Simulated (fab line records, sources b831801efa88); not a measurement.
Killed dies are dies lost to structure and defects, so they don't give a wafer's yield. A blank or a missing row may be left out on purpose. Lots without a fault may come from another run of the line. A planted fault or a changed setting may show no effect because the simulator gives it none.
Chamber matching | flow sky130 | SKY_LI_CONTACT_CMP_24 on cmp-02: 4 sister chambers
The step polishes, stops on PSG, t overpolish 20 s, target thk 0 nm. 8 wafers are shown with their chamber, then 7 later ones without.

WAFERS WITH THEIR CHAMBER
wafer  | chamber | motor_current_A (A) | time_to_endpoint_s (s)
L166.1 | 1       | 11.5                | 90
L175.3 | 0       | 10.2                | 102
L175.6 | 3       | 11.3                | 95
L177.2 | 0       | 10.3                | 95
L177.3 | 2       | 13.0                | 96
L177.4 | 1       | 11.2                | 89
L180.3 | 3       | 11.5                | 94
L180.4 | 2       | 12.7                | 99

WAFERS WITHOUT THEIR CHAMBER
wafer  | motor_current_A (A) | time_to_endpoint_s (s)
L180.6 | 11.7                | 95
L186.1 | 11.2                | 97
L186.2 | 10.7                | 101
L186.4 | 12.8                | 99
L187.1 | 12.4                | 99
L187.2 | 10.2                | 101
L187.4 | 11.5                | 92

WHICH CHAMBER EACH WENT THROUGH
wafer  | from the rows above     | in truth
L180.6 | can't be placed: 3 or 1 | 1
L186.1 | can't be placed: 3 or 1 | 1
L186.2 | can't be placed: 0 or 3 | 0
L186.4 | 2                       | 2
L187.1 | 2                       | 2
L187.2 | 0                       | 0
L187.4 | can't be placed: 3 or 1 | 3
Placed correctly: 3 of 7. Can't be placed from these rows: 4 (the true chamber is among the candidates in 4). Placed wrongly: 0.
How it was worked out, from the rows above alone: a wafer's distance from a chamber is the root of the sum, over the readings, of the square of ((its reading less the chamber's mean) divided by the reading's scatter). The wafer belongs to the nearest chamber; if the next one is less than 2 further off, it can't be placed. A chamber's mean is the mean of its shown wafers. The scatter: the root of (the sum of the squares of (reading less its chamber's mean) over the shown wafers, divided by (wafers less chambers)).
